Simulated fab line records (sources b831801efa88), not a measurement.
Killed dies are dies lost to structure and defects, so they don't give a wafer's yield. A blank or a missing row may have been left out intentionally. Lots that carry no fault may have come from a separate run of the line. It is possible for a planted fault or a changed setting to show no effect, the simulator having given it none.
fab line records | flow sky130
[record] lots = 5 | wafers = 15 | last-day = 50
route steps=708 shown VIA1@461
lots that met no fault: from a run of the same line without faults
start-h: start of the lot's first displayed wafer, in hours after the record's first day | wait-h: time in hours since the lot's previous step | " same as the row above | L1.1+2: a row that stands for several wafers | - no value, or no start was given | * or withheld: withheld | < > ~ a bound
route shown NAME@n: names a module that has steps shown in the file, with the first one's number in the route | usual: the fault-free wafers' mean and standard deviation | same: alike in all rows | chamber/n: place in a boat | sites: per-site readings | _std_site: how widely they spread, as a standard deviation | _edge_site: the outer-site mean with the inner-site mean subtracted | radius-mm: for every site, how far away it sits from the centre of the wafer | mask NAME#n: copy n | behind: the tool/chamber that last shaped the wafer | hold: cause of the lot's hold/its duration in hours/its outcome | device: names the non-switching transistor (n, p or np) | end of line: the tests these same wafers got at the end of their route | step lacking rows: just its recipe | killed: dies that structure and defects cost at the first sort, which is not the same as the wafer's yield | map: dies across one wafer; x = killed, . = not, _ = none there
set.NAME: the setting the step ran with; set.NAME@STEP: the setting that earlier step ran with | model.NAME: the simulator's own value behind a step, which no gauge read
lots at some steps of the route; a table a step, a row a wafer
services: a tool's chamber out of use, with start hour (start-h, from the record's first day; less than 0 if before it), hours out, and reason
[[steps]]
[step SKY_VIA1_BOW_MEAS_03]
[recipe] mode = bow
[usual] VIA1_BOW = 80/6.6
lot.wafer | tool          | chamber | start-h | wait-h | VIA1_BOW[um]
L074.4    | film-metro-04 | -       | 761.98  | 0.3    | 79
L074.5    | "             | -       | "       | "      | 80
L074.6    | "             | -       | "       | "      | 96
L078.3    | film-metro-04 | -       | 800.34  | 0.1    | 77
L078.4    | "             | -       | "       | "      | 79
L078.6    | "             | -       | "       | "      | 78
L081.3    | film-metro-04 | -       | 816.61  | 0.2    | 77
L081.4    | "             | -       | "       | "      | 82
L081.5    | "             | -       | "       | "      | 80
L085.2    | film-metro-01 | -       | 855.89  | 0.2    | 73
L085.3    | "             | -       | "       | "      | 85
L085.6    | "             | -       | "       | "      | 83
L097.2    | film-metro-03 | -       | 933.86  | 0.1    | 84
L097.3    | "             | -       | "       | "      | 80
L097.6    | "             | -       | "       | "      | 81
[step SKY_VIA1_DEHYDRATE_04]
[recipe] temp-c = 200 | time-s = 60
lot.wafer  | tool           | chamber | start-h | wait-h
L074.4+5+6 | litho-track-04 | 0       | 774.34  | 12.3
L078.3+4+6 | litho-track-02 | 0       | 813.09  | 12.7
L081.3+4+5 | litho-track-02 | 0       | 828.79  | 12.2
L085.2+3+6 | litho-track-01 | 0       | 867.74  | 11.8
L097.2+3+6 | litho-track-01 | 0       | 945.09  | 11.2
[step SKY_VIA1_HMDS_05]
[recipe] prime-time-s = 60 | prime-temp-c = 120
[usual] prime-temp-c = 119.98/0.14
lot.wafer | tool           | chamber | start-h | wait-h | prime-temp-c
L074.4    | litho-track-04 | 0       | 774.49  | 0.1    | 120.19
L074.5    | "              | 0       | "       | "      | 120.10
L074.6    | "              | 0       | "       | "      | 119.99
L078.3    | litho-track-02 | 0       | 813.24  | 0.1    | 120.02
L078.4    | "              | 0       | "       | "      | 119.90
L078.6    | "              | 0       | "       | "      | 120.14
L081.3    | litho-track-02 | 0       | 828.94  | 0.1    | 120.18
L081.4    | "              | 0       | "       | "      | 120.08
L081.5    | "              | 0       | "       | "      | 119.88
L085.2    | litho-track-01 | 0       | 867.89  | 0.1    | 119.81
L085.3    | "              | 0       | "       | "      | 120.03
L085.6    | "              | 0       | "       | "      | 119.87
L097.2    | litho-track-01 | 0       | 945.24  | 0.1    | 120.08
L097.3    | "              | 0       | "       | "      | 120.13
L097.6    | "              | 0       | "       | "      | 120.10
[step SKY_VIA1_COAT_06]
[recipe] resist = BARC | temp-c = withheld | time-s = withheld | spin-rpm = 3000 | resist-thk-nm = 60
lot.wafer  | tool           | chamber | start-h | wait-h
L074.4+5+6 | litho-track-04 | 0       | 774.64  | 0.1
L078.3+4+6 | litho-track-02 | 0       | 813.39  | 0.1
L081.3+4+5 | litho-track-02 | 0       | 829.09  | 0.1
L085.2+3+6 | litho-track-01 | 0       | 868.04  | 0.1
L097.2+3+6 | litho-track-01 | 0       | 945.39  | 0.1
[step SKY_VIA1_COAT_07]
[recipe] resist = KrF-thick | spin-rpm = 3000 | resist-thk-nm = 450
lot.wafer  | tool           | chamber | start-h | wait-h
L074.4+5+6 | litho-track-04 | 0       | -       | -
L078.3+4+6 | litho-track-02 | 0       | -       | -
L081.3+4+5 | litho-track-02 | 0       | -       | -
L085.2+3+6 | litho-track-01 | 0       | -       | -
L097.2+3+6 | litho-track-01 | 0       | -       | -
[step SKY_VIA1_SOFTBAKE_08]
[recipe] temp-c = 100 | time-s = 90 | resist = KrF-thick
lot.wafer  | tool           | chamber | start-h | wait-h
L074.4+5+6 | litho-track-04 | 0       | -       | -
L078.3+4+6 | litho-track-02 | 0       | -       | -
L081.3+4+5 | litho-track-02 | 0       | -       | -
L085.2+3+6 | litho-track-01 | 0       | -       | -
L097.2+3+6 | litho-track-01 | 0       | -       | -
[step SKY_VIA1_EXPOSE_09]
[recipe] mask-id = VIM | na = 0.8 | source-shape = annular | sigma-inner = 0.55 | sigma-outer = 0.85 | target-cd-nm = 150 | dose-mj = 38
[same] na = 0.8
lot.wafer  | tool           | chamber | start-h | wait-h | mask
L074.4+5+6 | krf-scanner-01 | 0       | -       | -      | VIM#0
L078.3+4+6 | krf-scanner-02 | 0       | -       | -      | VIM#0
L081.3+4+5 | krf-scanner-02 | 0       | -       | -      | VIM#0
L085.2+3+6 | krf-scanner-01 | 0       | -       | -      | VIM#0
L097.2+3+6 | krf-scanner-02 | 0       | -       | -      | VIM#0
[step SKY_VIA1_PEB_10]
[recipe] peb-temp-c = withheld | peb-time-s = withheld | resist = KrF-thick
lot.wafer  | tool           | chamber | start-h | wait-h
L074.4+5+6 | litho-track-01 | 0       | -       | -
L078.3+4+6 | litho-track-01 | 0       | -       | -
L081.3+4+5 | litho-track-04 | 0       | -       | -
L085.2+3+6 | litho-track-01 | 0       | -       | -
L097.2+3+6 | litho-track-01 | 0       | -       | -
[step SKY_VIA1_DEVELOP_11]
[recipe] develop-time-s = 60 | resist = KrF-thick | dev-temp-c = 21
[usual] developer-temp-C = 20.98/0.099
[same] develop-time-s = 60
lot.wafer | tool           | chamber | start-h | wait-h | developer-temp-C
L074.4    | litho-track-01 | 0       | -       | -      | 20.89
L074.5    | "              | 0       | "       | "      | 20.97
L074.6    | "              | 0       | "       | "      | 20.82
L078.3    | litho-track-01 | 0       | -       | -      | 20.69
L078.4    | "              | 0       | "       | "      | 20.95
L078.6    | "              | 0       | "       | "      | 20.98
L081.3    | litho-track-04 | 0       | -       | -      | 20.98
L081.4    | "              | 0       | "       | "      | 20.92
L081.5    | "              | 0       | "       | "      | 20.98
L085.2    | litho-track-01 | 0       | -       | -      | 21.13
L085.3    | "              | 0       | "       | "      | 20.95
L085.6    | "              | 0       | "       | "      | 20.99
L097.2    | litho-track-01 | 0       | -       | -      | 21.06
L097.3    | "              | 0       | "       | "      | 21.11
L097.6    | "              | 0       | "       | "      | 21.10
[[services]]
tool           | chamber | start-h | hours | kind
krf-scanner-01 | -       | 750.70  | 1.3   | pm
litho-track-01 | -       | 763.31  | -     | consumable-replace:filter
krf-scanner-02 | -       | 774.88  | 1.0   | pm
krf-scanner-02 | -       | 777.27  | 0.8   | pm
krf-scanner-01 | -       | 802.88  | 1.0   | pm
krf-scanner-01 | -       | 811.06  | 0.8   | pm
krf-scanner-02 | -       | 818.25  | 1.3   | pm
krf-scanner-02 | 0       | 826.27  | -     | calibration
krf-scanner-01 | -       | 863.46  | 0.6   | repair
krf-scanner-01 | 0       | 879.23  | -     | calibration
litho-track-02 | -       | 885.04  | -     | consumable-replace:filter
krf-scanner-01 | -       | 926.60  | 1.3   | pm
krf-scanner-01 | -       | 937.99  | 0.9   | repair
krf-scanner-02 | -       | 943.88  | 1.0   | pm
krf-scanner-02 | -       | 946.11  | 0.8   | pm
[[key]]
fault none
